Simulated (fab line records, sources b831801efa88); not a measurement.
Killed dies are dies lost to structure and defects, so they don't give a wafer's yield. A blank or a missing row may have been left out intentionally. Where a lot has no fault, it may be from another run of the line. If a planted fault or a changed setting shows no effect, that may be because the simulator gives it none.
fab line records ; flow sky130
record: lots: 13; wafers: 39; last_day: 50
route steps=708 shown NWELL@34 VT_ADJUST_HVTP@92 VT_ADJUST_HVTR@138 POLY_GATE@213 RES_PROTECT@214 PAD_OPEN@708
lots that met no fault: from a run of the same line without faults
start_h: start of the lot's first displayed wafer, in hours after the record's first day ; wait_h: how many hours have passed since the lot's step before this one ; " identical to the entry in the row above ; L1.1+2: a row that stands for several wafers ; - no value, or no start given ; * or withheld: withheld ; < > ~ a bound
route shown NAME@n: NAME is a module with steps in the file, n the number in the route of the first one ; usual: mean/standard deviation of fault-free wafers ; same: alike in all rows ; chamber/n: place in a boat ; sites: the reading at each site ; _std_site: their standard deviation ; _edge_site: mean of outer sites minus mean of inner sites ; radius_mm: how far each site lies from the wafer's centre ; mask NAME#n: copy n ; behind: the last tool/chamber to shape the wafer ; hold: what put the lot on hold/how long, in hours/how the hold closed ; device: whichever transistor did not switch (one of n, p or np) ; end of line: tests of these same wafers at the route's end ; where a step has no rows: the recipe by itself ; killed: count of dies lost to structure and defects at first sort (not the wafer's yield) ; map: the dies of a wafer, with x for killed, . for not killed, _ for no die there
set.NAME: the setting that was run; set.NAME@STEP: the one run at that earlier step ; model.NAME: the simulator's own value behind a step, which no gauge read
route steps across a sampled set of lots; one table per step, one row per wafer
services: a tool's chamber out of use, with start hour (start_h, from the record's first day; less than 0 if before it), hours out, and reason
== steps ==
step: SKY_NWELL_THK_MEAS_02
recipe: reads: SiO2_of_NWELL_OXIDATION_01
usual: NWELL_OXIDATION_THK: 10.10/0.21
lot.wafer;tool;chamber;start_h;wait_h;NWELL_OXIDATION_THK[nm]
L861.1;film_metro-02;-;37.85;0.0;10.15
L861.2;film_metro-02;-;37.85;0.0;10.11
L861.4;film_metro-02;-;37.85;0.0;10.14
L862.3;film_metro-04;-;42.57;0.0;10.08
L862.5;film_metro-04;-;42.57;0.0;9.88
L862.6;film_metro-04;-;42.57;0.0;10.04
L863.1;film_metro-04;-;48.01;0.0;10.50
L863.2;film_metro-04;-;48.01;0.0;10.57
L863.5;film_metro-04;-;48.01;0.0;10.64
L864.2;film_metro-04;-;50.62;0.0;10.05
L864.3;film_metro-04;-;50.62;0.0;10.09
L864.6;film_metro-04;-;50.62;0.0;9.95
L866.2;film_metro-04;-;64.40;0.0;10.24
L866.3;film_metro-04;-;64.40;0.0;10.26
L866.4;film_metro-04;-;64.40;0.0;10.20
L867.2;film_metro-04;-;68.83;0.0;10.20
L867.4;film_metro-04;-;68.83;0.0;10.00
L867.6;film_metro-04;-;68.83;0.0;10.01
L868.3;film_metro-04;-;73.05;0.0;10.11
L868.4;film_metro-04;-;73.05;0.0;10.16
L868.5;film_metro-04;-;73.05;0.0;9.89
L869.1;film_metro-04;-;81.46;0.0;10.47
L869.3;film_metro-04;-;81.46;0.0;10.09
L869.5;film_metro-04;-;81.46;0.0;10.25
L876.3;film_metro-04;-;130.14;0.0;9.71
L876.5;film_metro-04;-;130.14;0.0;9.71
L876.6;film_metro-04;-;130.14;0.0;9.84
L880.3;film_metro-02;-;140.32;0.0;9.98
L880.4;film_metro-02;-;140.32;0.0;10.11
L880.5;film_metro-02;-;140.32;0.0;9.78
L881.1;film_metro-04;-;142.12;0.0;10.30
L881.2;film_metro-04;-;142.12;0.0;10.30
L881.5;film_metro-04;-;142.12;0.0;10.21
L883.1;film_metro-03;-;155.43;0.0;10.15
L883.3;film_metro-03;-;155.43;0.0;9.94
L883.4;film_metro-03;-;155.43;0.0;10.14
L884.1;film_metro-04;-;164.10;0.0;10.06
L884.2;film_metro-04;-;164.10;0.0;9.97
L884.5;film_metro-04;-;164.10;0.0;10.05
step: SKY_VT_ADJUST_HVTP_CD_MEAS_07
recipe: target_cd_nm: 380
usual: cd_nm: 380.7/2
lot.wafer;tool;chamber;start_h;wait_h;cd_nm
L861.1;cd_sem-01;-;121.09;0.1;381.2
L861.2;cd_sem-01;-;121.09;0.1;383.3
L861.4;cd_sem-01;-;121.09;0.1;381.7
L862.3;cd_sem-02;-;126.77;0.1;379.6
L862.5;cd_sem-02;-;126.77;0.1;381.1
L862.6;cd_sem-02;-;126.77;0.1;378.9
L863.1;cd_sem-01;-;133.08;0.1;380.5
L863.2;cd_sem-01;-;133.08;0.1;381.6
L863.5;cd_sem-01;-;133.08;0.1;382.5
L864.2;cd_sem-02;-;136.80;0.1;379.8
L864.3;cd_sem-02;-;136.80;0.1;382.5
L864.6;cd_sem-02;-;136.80;0.1;380.4
L866.2;cd_sem-02;-;151.96;0.1;379.6
L866.3;cd_sem-02;-;151.96;0.1;378.5
L866.4;cd_sem-02;-;151.96;0.1;380.6
L867.2;cd_sem-02;-;157.75;0.1;378.6
L867.4;cd_sem-02;-;157.75;0.1;378.3
L867.6;cd_sem-02;-;157.75;0.1;380.4
L868.3;cd_sem-02;-;164.58;0.1;378.2
L868.4;cd_sem-02;-;164.58;0.1;378.3
L868.5;cd_sem-02;-;164.58;0.1;377.5
L869.1;cd_sem-02;-;172.54;0.1;380.5
L869.3;cd_sem-02;-;172.54;0.1;380.4
L869.5;cd_sem-02;-;172.54;0.1;379.9
L876.3;cd_sem-02;-;234.08;0.1;383.0
L876.5;cd_sem-02;-;234.08;0.1;382.5
L876.6;cd_sem-02;-;234.08;0.1;383.8
L880.3;cd_sem-01;-;244.52;0.1;380.5
L880.4;cd_sem-01;-;244.52;0.1;380.4
L880.5;cd_sem-01;-;244.52;0.1;381.4
L881.1;cd_sem-01;-;246.38;0.1;384.4
L881.2;cd_sem-01;-;246.38;0.1;384.4
L881.5;cd_sem-01;-;246.38;0.1;383.8
L883.1;cd_sem-02;-;265.13;0.1;379.5
L883.3;cd_sem-02;-;265.13;0.1;383.4
L883.4;cd_sem-02;-;265.13;0.1;382.1
L884.1;cd_sem-02;-;276.69;0.1;376.6
L884.2;cd_sem-02;-;276.69;0.1;378.0
L884.5;cd_sem-02;-;276.69;0.1;379.6
step: SKY_VT_ADJUST_HVTR_CD_MEAS_07
recipe: target_cd_nm: 380
usual: cd_nm: 378.8/2.5
lot.wafer;tool;chamber;start_h;wait_h;cd_nm
L861.1;cd_sem-01;-;200.14;0.1;379.3
L861.2;cd_sem-01;-;200.14;0.1;377.8
L861.4;cd_sem-01;-;200.14;0.1;375.7
L862.3;cd_sem-02;-;206.86;0.1;381.5
L862.5;cd_sem-02;-;206.86;0.1;381.1
L862.6;cd_sem-02;-;206.86;0.1;379.5
L863.1;cd_sem-01;-;214.04;0.1;377.4
L863.2;cd_sem-01;-;214.04;0.1;380.1
L863.5;cd_sem-01;-;214.04;0.1;378.9
L864.2;cd_sem-02;-;218.39;0.1;385.1
L864.3;cd_sem-02;-;218.39;0.1;383.8
L864.6;cd_sem-02;-;218.39;0.1;382.9
L866.2;cd_sem-01;-;236.59;0.1;376.6
L866.3;cd_sem-01;-;236.59;0.1;376.8
L866.4;cd_sem-01;-;236.59;0.1;377.0
L867.2;cd_sem-01;-;243.36;0.1;379.2
L867.4;cd_sem-01;-;243.36;0.1;377.0
L867.6;cd_sem-01;-;243.36;0.1;377.8
L868.3;cd_sem-02;-;252.27;0.1;378.0
L868.4;cd_sem-02;-;252.27;0.1;375.5
L868.5;cd_sem-02;-;252.27;0.1;376.6
L869.1;cd_sem-02;-;260.44;0.1;383.2
L869.3;cd_sem-02;-;260.44;0.1;379.9
L869.5;cd_sem-02;-;260.44;0.1;380.0
L876.3;cd_sem-01;-;333.48;0.1;382.1
L876.5;cd_sem-01;-;333.48;0.1;384.0
L876.6;cd_sem-01;-;333.48;0.1;378.6
L880.3;cd_sem-01;-;347.01;0.1;379.1
L880.4;cd_sem-01;-;347.01;0.1;378.3
L880.5;cd_sem-01;-;347.01;0.1;379.5
L881.1;cd_sem-02;-;348.14;0.1;381.4
L881.2;cd_sem-02;-;348.14;0.1;383.7
L881.5;cd_sem-02;-;348.14;0.1;379.6
L883.1;cd_sem-02;-;370.82;0.1;377.2
L883.3;cd_sem-02;-;370.82;0.1;376.0
L883.4;cd_sem-02;-;370.82;0.1;376.6
L884.1;cd_sem-02;-;381.58;0.1;376.8
L884.2;cd_sem-02;-;381.58;0.1;376.4
L884.5;cd_sem-02;-;381.58;0.1;377.3
step: SKY_POLY_GATE_IMPLANT_02
recipe: species: P; energy_kev: 30; dose_cm2: 7.7e+15; tilt_deg: 0
lot.wafer;tool;chamber;start_h;wait_h
L861.1+2+4;implanter-04;0;328.64;0.1
L862.3+5+6;implanter-04;0;341.09;0.1
L863.1+2+5;implanter-01;0;350.69;0.1
L864.2+3+6;implanter-01;0;355.05;0.1
L866.2+3+4;implanter-04;0;375.57;0.1
L867.2+4+6;implanter-01;0;388.71;0.1
L868.3+4+5;implanter-01;0;397.24;0.1
L868.3+4+5;implanter-01;0;397.56;0.3
L869.1+3+5;implanter-04;0;405.29;0.1
L876.3+5+6;implanter-04;0;491.74;0.1
L876.3+5+6;implanter-04;0;492.34;0.6
L880.3+4+5;implanter-04;0;505.89;0.1
L881.1+2+5;implanter-04;0;510.49;0.1
L883.1+3+4;implanter-04;0;535.38;0.1
L884.1+2+5;implanter-04;0;554.59;0.1
step: SKY_RES_PROTECT_STRIP_07
recipe: chemistry: O2/N2; power_w: 1400; pressure_mtorr: 1500; platen_temp_c: withheld; o2_flow_sccm: 3000; n2_flow_sccm: 300; overash_fraction: 0.5
usual: drypump_motor_current_A: 5.6/0.44; oes_product_au: 0.518/0.0041; strip_time_to_endpoint_s: 23.30/0.037
lot.wafer;tool;chamber;start_h;wait_h;drypump_motor_current_A;oes_product_au;rf_hours_counter_h;strip_time_to_endpoint_s
L861.1;plasma_asher-01;1;328.79;0.1;5.1;0.517;53;23.26
L861.2;plasma_asher-01;0;328.79;0.1;5.9;0.521;53;23.27
L861.4;plasma_asher-01;1;328.79;0.1;5.1;0.519;-;23.27
L862.3;plasma_asher-01;0;341.22;0.1;5.9;0.515;-;23.33
L862.5;plasma_asher-01;0;341.22;0.1;5.9;0.526;-;23.37
L862.6;plasma_asher-01;1;341.22;0.1;5.1;0.515;-;23.31
L863.1;plasma_asher-04;1;350.84;0.1;5.0;0.521;60;23.26
L863.2;plasma_asher-04;0;350.84;0.1;5.9;0.518;60;23.29
L863.5;plasma_asher-04;0;350.84;0.1;5.9;0.518;-;23.28
L864.2;plasma_asher-01;1;355.18;0.1;5.1;0.527;56;23.32
L864.3;plasma_asher-01;0;355.18;0.1;5.9;0.518;-;23.33
L864.6;plasma_asher-01;1;355.18;0.1;5.0;0.519;-;23.32
L866.2;plasma_asher-04;0;375.70;0.1;5.9;0.514;62;23.37
L866.3;plasma_asher-04;0;375.70;0.1;6.0;0.520;-;23.36
L866.4;plasma_asher-04;1;375.70;0.1;5.0;0.519;-;23.39
L867.2;plasma_asher-03;0;388.84;0.1;6.2;0.519;73;23.34
L867.4;plasma_asher-03;1;388.84;0.1;5.7;0.520;-;23.30
L867.6;plasma_asher-03;1;388.84;0.1;5.7;0.509;-;23.27
L868.3;plasma_asher-01;1;397.69;0.1;5.1;0.501;-;25.09
L868.4;plasma_asher-01;0;397.69;0.1;5.9;0.502;-;25.11
L868.5;plasma_asher-01;0;397.69;0.1;5.9;0.495;-;25.13
L869.1;plasma_asher-03;0;405.44;0.1;6.2;0.519;74;23.30
L869.3;plasma_asher-03;0;405.44;0.1;6.2;0.514;-;23.30
L869.5;plasma_asher-03;1;405.44;0.1;5.7;0.515;-;23.29
L876.3;plasma_asher-03;1;492.47;0.1;5.7;0.499;-;25.15
L876.5;plasma_asher-03;1;492.47;0.1;5.7;0.504;-;25.15
L876.6;plasma_asher-03;0;492.47;0.1;6.2;0.494;-;25.17
L880.3;plasma_asher-01;0;506.02;0.1;5.9;0.527;-;23.31
L880.4;plasma_asher-01;1;506.02;0.1;5.0;0.515;-;23.27
L880.5;plasma_asher-01;1;506.02;0.1;5.1;0.523;-;23.30
L881.1;plasma_asher-01;0;510.64;0.1;5.9;0.511;72;23.35
L881.2;plasma_asher-01;1;510.64;0.1;5.1;0.519;72;23.30
L881.5;plasma_asher-01;0;510.64;0.1;5.9;0.521;-;23.34
L883.1;plasma_asher-01;1;535.53;0.1;5.1;0.522;74;23.25
L883.3;plasma_asher-01;1;535.53;0.1;5.1;0.511;-;23.28
L883.4;plasma_asher-01;0;535.53;0.1;5.9;0.514;-;23.32
L884.1;plasma_asher-01;1;554.74;0.1;5.1;0.518;76;23.30
L884.2;plasma_asher-01;0;554.74;0.1;5.9;0.513;76;23.32
L884.5;plasma_asher-01;0;554.74;0.1;5.9;0.520;-;23.29
step: SKY_PAD_OPEN_PROBE_99
usual: killed_at_M0_to_M3: 44/7.6; killed_at_M4_up: 3.2/1.7; killed_at_contacts: 24/5.7; killed_at_front_end: 16/3.9; killed_at_other: 0.2/0.45; killed_dies: 87/9.5; killed_on_rim: 17/3.9; killed_open: 47/6.9; killed_short: 40/5.8
same: gross_dies: 492; killed_at_back_side: 0
lot.wafer;tool;chamber;start_h;wait_h;killed_at_M0_to_M3;killed_at_M4_up;killed_at_contacts;killed_at_front_end;killed_at_other;killed_dies;killed_on_rim;killed_open;killed_short
L876.3;prober-02;-;1174.57;0.2;43;3;22;20;1;89;17;42;47
L876.5;prober-02;-;1174.67;0.2;32;4;28;17;0;81;17;43;38
L876.6;prober-02;-;1174.72;0.2;43;2;15;15;0;75;11;39;36
L880.3;prober-02;-;1181.95;0.2;42;3;28;21;0;94;12;51;43
L880.4;prober-02;-;1182.00;0.2;37;2;29;13;0;81;16;43;38
L880.5;prober-02;-;1182.05;0.2;40;3;29;16;0;88;11;44;44
L881.1;prober-01;-;1184.51;0.1;37;6;30;11;0;84;15;52;32
L881.2;prober-01;-;1184.56;0.1;41;2;31;14;0;88;18;48;40
L881.5;prober-01;-;1184.71;0.2;51;4;31;16;0;102;21;51;51
killed by level:class
L876.3 VIA1:geometric_particle:open=10 CONTACT:geometric_particle:open=10 METAL2:geometric_particle:short=8 VIA1:geometric_particle:short=7 LOCAL_INTERCONNECT:geometric_particle:short=6 VIA2:geometric_particle:open=6 FIELD_ISO:geometric_particle:open=5 SPACER:geometric_particle:short=5
L876.5 LI_CONTACT:geometric_particle:open=8 CONTACT:geometric_particle:open=8 VIA2:geometric_particle:open=8 VIA1:geometric_particle:open=6 FIELD_ISO:geometric_particle:short=5 CONTACT:geometric_particle:short=4 SPACER:geometric_particle:short=4 METAL3:geometric_particle:short=4
L876.6 FIELD_ISO:geometric_particle:open=8 VIA1:geometric_particle:short=7 VIA1:geometric_particle:open=7 VIA2:geometric_particle:open=6 CONTACT:geometric_particle:open=5 METAL3:geometric_particle:short=5 LI_CONTACT:geometric_particle:open=4 METAL1:geometric_particle:open=4
L880.3 CONTACT:geometric_particle:open=11 VIA1:geometric_particle:open=9 LI_CONTACT:geometric_particle:open=6 FIELD_ISO:geometric_particle:short=5 POLY_GATE:geometric_particle:short=5 LI_CONTACT:geometric_particle:short=5 CONTACT:geometric_particle:short=5 VIA2:geometric_particle:open=5
L880.4 CONTACT:geometric_particle:open=11 VIA1:geometric_particle:open=9 LI_CONTACT:geometric_particle:open=7 CONTACT:geometric_particle:short=5 METAL1:geometric_particle:short=5 METAL2:geometric_particle:short=4 POLY_GATE:geometric_particle:open=4 METAL3:geometric_particle:short=4
L880.5 LI_CONTACT:geometric_particle:open=9 CONTACT:geometric_particle:open=9 METAL1:geometric_particle:short=9 VIA2:geometric_particle:open=8 METAL2:geometric_particle:short=7 VIA1:geometric_particle:open=5 LI_CONTACT:geometric_particle:short=5 CONTACT:geometric_particle:short=5
L881.1 CONTACT:geometric_particle:open=10 VIA3:geometric_particle:open=10 LI_CONTACT:geometric_particle:open=8 VIA1:geometric_particle:open=7 LI_CONTACT:geometric_particle:short=6 METAL1:geometric_particle:short=5 CONTACT:geometric_particle:short=4 METAL2:geometric_particle:open=4
L881.2 CONTACT:geometric_particle:open=15 VIA1:geometric_particle:open=10 CONTACT:geometric_particle:short=7 VIA3:geometric_particle:open=7 VIA3:geometric_particle:short=6 VIA1:geometric_particle:short=5 LOCAL_INTERCONNECT:geometric_particle:short=4 VIA2:geometric_particle:open=4
L881.5 CONTACT:geometric_particle:open=11 LI_CONTACT:geometric_particle:open=9 VIA1:geometric_particle:short=8 VIA3:geometric_particle:open=7 VIA1:geometric_particle:open=7 METAL1:geometric_particle:short=6 METAL3:geometric_particle:short=6 FIELD_ISO:geometric_particle:short=5
== services ==
tool;chamber;start_h;hours;kind
plasma_asher-03;-;311.88;2.7;repair
implanter-04;-;316.11;2.0;repair
plasma_asher-04;-;326.28;12.6;repair
implanter-04;-;341.59;4.4;pm
plasma_asher-01;-;347.42;2.8;pm
implanter-01;-;381.45;5.7;repair
plasma_asher-03;-;396.56;2.8;pm
implanter-01;-;406.81;3.4;repair
implanter-01;-;410.25;115.8;pm
plasma_asher-04;-;421.26;9.0;pm
plasma_asher-04;0;421.26;9.0;vent_cycle
plasma_asher-04;1;421.26;9.0;vent_cycle
plasma_asher-04;0;430.26;-;clean
plasma_asher-04;1;430.26;-;clean
implanter-04;-;472.39;4.4;repair
plasma_asher-03;-;519.62;1.0;repair
plasma_asher-01;-;527.95;2.1;repair
plasma_asher-03;-;547.39;15.6;pm
implanter-01;-;550.91;3.3;repair
== key ==
first_sign: step: SKY_POLY_GATE_IMPLANT_02; reading: visit; direction: added
effect: step: SKY_RES_PROTECT_STRIP_07; reading: strip_time_to_endpoint_s; direction: up; sigmas: 49; usual: *; struck: *
met_at SKY_POLY_GATE_IMPLANT_02
struck_lots L868,L876
tester_left_out L868,L876
not_acting_at SKY_NWELL_THK_MEAS_02,SKY_VT_ADJUST_HVTP_CD_MEAS_07,SKY_VT_ADJUST_HVTR_CD_MEAS_07
fault: kind: repeated_step_whole; tool: implanter-01,implanter-03,implanter-04; chamber: -; onset_h: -; steps: SKY_POLY_GATE_IMPLANT_02; times: 1; scope: struck_lots_only
tester_left_out: of these lots the tester's yield and bins aren't shown, on N5 and GAA mostly nor the transistor test; their killed dies are dies lost to structure and defects alone, not to doping, threshold or leakage, so they don't give the yield
